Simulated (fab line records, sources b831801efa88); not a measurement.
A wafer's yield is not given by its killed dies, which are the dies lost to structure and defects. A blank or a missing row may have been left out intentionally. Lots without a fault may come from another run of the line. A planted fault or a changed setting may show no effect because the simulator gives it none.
Commonality check across tools + flow gf180mcu + Sampled: 13 lots, 39 wafers

## WHAT PROMPTED THE OPENING
At GF_NWELL_TW_MEAS_11 the reading NWELL_TW is flagged on 3 of 13 lots. No-fault wafers: 1574, standard deviation 20.
Rule: a lot gets a flag if all its wafers with a number sit over 4 standard deviations from that mean, or if no wafer of it has a number. The other lots count as sound.

| lot  | measured    | on            | NWELL_TW, wafer by wafer | flag    |
|------|-------------|---------------|--------------------------|---------|
| L939 | day 3 07:13 | film metro-03 | 1564 1568 1560           |         |
| L940 | day 3 13:01 | film metro-01 | 1606 1598 1596           |         |
| L942 | day 3 22:55 | film metro-03 | 1555 1561 1558           |         |
| L943 | day 4 04:53 | film metro-03 | 1560 1562 1560           |         |
| L944 | day 4 10:40 | film metro-01 | 1599 1601 1604           |         |
| L947 | day 5 02:19 | film metro-04 | 1582 1580 1587           |         |
| L948 | day 5 08:56 | film metro-03 | 1551 1555 1558           |         |
| L950 | day 5 21:49 | film metro-03 | 1556 1552 1551           |         |
| L951 | day 6 02:49 | film metro-04 | 1909 1915 1919           | FLAGGED |
| L952 | day 6 06:35 | film metro-03 | 1567 1561 1573           |         |
| L953 | day 6 12:34 | film metro-04 | 1562 1570 1564           |         |
| L954 | day 6 21:11 | film metro-01 | 1962 1963 1954           | FLAGGED |
| L959 | day 7 20:29 | film metro-03 | 1911 1909 1903           | FLAGGED |
The numbers of the flagged lots are 1927 on average: +353 against the usual, or +18 standard deviations.

## TOOL THAT RAN EACH LOT
The record holds 1 process step before the reading, out of a route of 602 steps. Every cell lists first the tool, next ch and the chambers used by the sampled wafers, and last the start.
| lot  | flag    | GF_NWELL_IMPLANT_08            |
|------|---------|--------------------------------|
| L939 |         | implanter-01 ch 0, day 3 06:49 |
| L940 |         | implanter-04 ch 0, day 3 12:38 |
| L942 |         | implanter-04 ch 0, day 3 22:31 |
| L943 |         | implanter-01 ch 0, day 4 04:29 |
| L944 |         | implanter-01 ch 0, day 4 10:17 |
| L947 |         | implanter-01 ch 0, day 5 01:55 |
| L948 |         | implanter-03 ch 0, day 5 08:32 |
| L950 |         | implanter-01 ch 0, day 5 21:25 |
| L951 | FLAGGED | implanter-04 ch 0, day 6 01:49 |
| L952 |         | implanter-03 ch 0, day 6 06:14 |
| L953 |         | implanter-01 ch 0, day 6 11:52 |
| L954 | FLAGGED | implanter-01 ch 0, day 6 20:29 |
| L959 | FLAGGED | implanter-03 ch 0, day 7 19:46 |
What these steps do:
- GF_NWELL_IMPLANT_08
- GF_NWELL_TW_MEAS_11

## FLAGGED OVER TOTAL, TOOL BY TOOL (the gauges that took the reading come last)
| step                | tool          | lots run | flagged | share of the flagged lots | sound lots run after its first flagged lot |
|---------------------|---------------|----------|---------|---------------------------|--------------------------------------------|
| GF_NWELL_IMPLANT_08 | implanter-01  | 7        | 1       | some                      | 0                                          |
| GF_NWELL_IMPLANT_08 | implanter-03  | 3        | 1       | some                      | 0                                          |
| GF_NWELL_IMPLANT_08 | implanter-04  | 3        | 1       | some                      | 0                                          |
| GF_NWELL_TW_MEAS_11 | film metro-01 | 3        | 1       | some                      | 0                                          |
| GF_NWELL_TW_MEAS_11 | film metro-03 | 7        | 1       | some                      | 0                                          |
| GF_NWELL_TW_MEAS_11 | film metro-04 | 3        | 1       | some                      | 1 (L953)                                   |

## WHAT IS ALLOWED BY THE TABLE
No row of the table ran every flagged lot.

## WHAT WAS PUT IN BY THE SIMULATOR
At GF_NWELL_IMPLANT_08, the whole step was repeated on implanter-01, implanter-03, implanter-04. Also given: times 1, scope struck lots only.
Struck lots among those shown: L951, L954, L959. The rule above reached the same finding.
